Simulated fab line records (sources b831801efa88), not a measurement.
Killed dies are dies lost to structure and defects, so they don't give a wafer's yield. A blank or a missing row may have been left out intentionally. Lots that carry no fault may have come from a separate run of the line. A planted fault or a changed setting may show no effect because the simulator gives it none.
Which of the tools did it?	flow sky130	Sampling: 13 lots, 39 wafers, 4 of 708 route steps

## WHAT THE GAUGES SHOWED, per wafer
SKY_METAL5_RS_MEAS_05: uses a four-point probe to measure.
lot	measured	on	METAL5_ALCU_RS (ohm/sq)
L601	day 42 17:34	film metro-02	0.0273 0.0276 0.0275
L602	day 43 10:05	film metro-02	0.0268 0.0268 0.0270
L604	day 43 22:54	film metro-01	0.0268 0.0269 0.0268
L607	day 44 14:41	film metro-02	0.0269 0.0269 0.0272
L608	day 45 01:14	film metro-02	0.0271 0.0275 0.0269
L613	day 46 09:00	film metro-01	0.0276 0.0275 0.0272
L616	day 47 09:26	film metro-02	0.0277 0.0279 0.0273
L618	day 47 10:14	film metro-02	0.0271 0.0268 0.0270
L619	day 47 14:43	film metro-02	0.0265 0.0269 0.0267
L620	day 48 00:59	film metro-01	0.0271 0.0272 0.0271
L622	day 48 02:41	film metro-02	0.0274 0.0273 0.0280
L621	day 48 03:22	film metro-01	0.0271 0.0271 0.0268
L624	day 48 19:25	film metro-02	0.0273 0.0279 0.0281

SKY_PASSIVATION_THK_MEAS_03.
lot	measured	on	PASSIVATION_CVD_02_THK (nm)
L601	day 43 16:49	film metro-04	527 527 525
L602	day 44 09:38	film metro-03	525 534 531
L604	day 44 22:11	film metro-03	536 544 530
L607	day 45 13:26	film metro-03	534 532 537
L608	day 45 23:00	film metro-04	529 523 532
L613	day 47 06:50	film metro-04	522 533 541
L616	day 48 06:38	film metro-03	532 529 540
L618	day 48 06:59	film metro-03	534 539 546
L619	day 48 11:10	film metro-01	525 525 536
L620	day 48 21:03	film metro-04	523 523 528
L622	day 48 22:29	film metro-03	533 543 535
L621	day 48 23:00	film metro-01	541 545 545
L624	day 49 13:28	film metro-03	529 538 536

SKY_PAD_OPEN_BOW_MEAS_13.
lot	measured	on	PAD_OPEN_BOW (um)
L601	day 45 14:59	film metro-02	49 41 41
L602	day 46 06:28	film metro-04	47 38 55
L604	day 46 18:15	film metro-04	43 55 60
L607	day 47 09:37	film metro-02	40 53 52
L608	day 47 17:47	film metro-02	58 47 34
L613	day 48 23:19	film metro-02	36 35 42
L616	day 49 19:47	film metro-02	57 41 56
L618	day 49 21:41	film metro-02	48 57 57
L619	day 50 01:15	film metro-02	42 59 50
L620	day 50 07:25	film metro-01	38 50 46
L622	day 50 08:33	film metro-02	55 44 34
L621	day 50 10:44	film metro-02	34 32 30
L624	day 50 22:20	film metro-02	47 43 36

## TOOL THAT RAN EACH LOT (tool first, then ch and the chambers of the sampled wafers, then the start)
lot	SKY_METAL3_SPUTTER_04
L601	pvd sputter-04, day 36 05:02
L602	pvd sputter-04, day 37 00:01
L604	pvd sputter-01, day 37 15:13
L607	pvd sputter-04, day 38 08:18
L608	pvd sputter-04, day 38 21:14
L613	pvd sputter-01, day 40 07:08
L616	pvd sputter-01, day 41 11:34
L618	pvd sputter-04, day 41 13:59
L619	pvd sputter-04, day 41 20:40
L620	pvd sputter-01, day 42 07:59
L622	pvd sputter-03, day 42 09:11
L621	pvd sputter-03, day 42 10:13
L624	pvd sputter-04, day 43 05:55
- SKY_METAL3_SPUTTER_04: material TiN, target thk 70 nm, time 58.3 s.

## AS READ BY THE TOOLS THEMSELVES (means over the sampled wafers that have a number; for cases with no such wafer, the mark the record gives instead)
SKY_METAL3_SPUTTER_04.
lot	tool	throttle valve pct (%)
L601	pvd sputter-04	30.0
L602	pvd sputter-04	29.2
L604	pvd sputter-01	30.6
L607	pvd sputter-04	30.5
L608	pvd sputter-04	30.2
L613	pvd sputter-01	31.2
L616	pvd sputter-01	30.3
L618	pvd sputter-04	30.1
L619	pvd sputter-04	29.0
L620	pvd sputter-01	30.6
L622	pvd sputter-03	29.7
L621	pvd sputter-03	30.3
L624	pvd sputter-04	30.4

## THE ANSWER, worked out from the rows above alone
Rule: the usual values come from the lots themselves. Put in order of their means at a reading, lots are off if they are a third of the lots or fewer, leave a main group of 4 or more, and stand apart from it by a gap of 3 or more times the standard deviation of the main group's means; of several such gaps the widest counts. If all means in a main group match to the digits the tables above print for the reading, that group is not used. A lot without any number at a reading at which 4 lots or more have one is off too. Any other lot the step has rows for is counted as sound. The gauges are gone through in route order, then the tools' own readings, and for those a lot's mean is taken as printed above. At the first step where some lot is off, the reading lying furthest off is the one used; lots without a number count as furthest.
No lot is off at any reading shown: from this, nothing can be told.

## WHAT THE SIMULATOR PUT IN
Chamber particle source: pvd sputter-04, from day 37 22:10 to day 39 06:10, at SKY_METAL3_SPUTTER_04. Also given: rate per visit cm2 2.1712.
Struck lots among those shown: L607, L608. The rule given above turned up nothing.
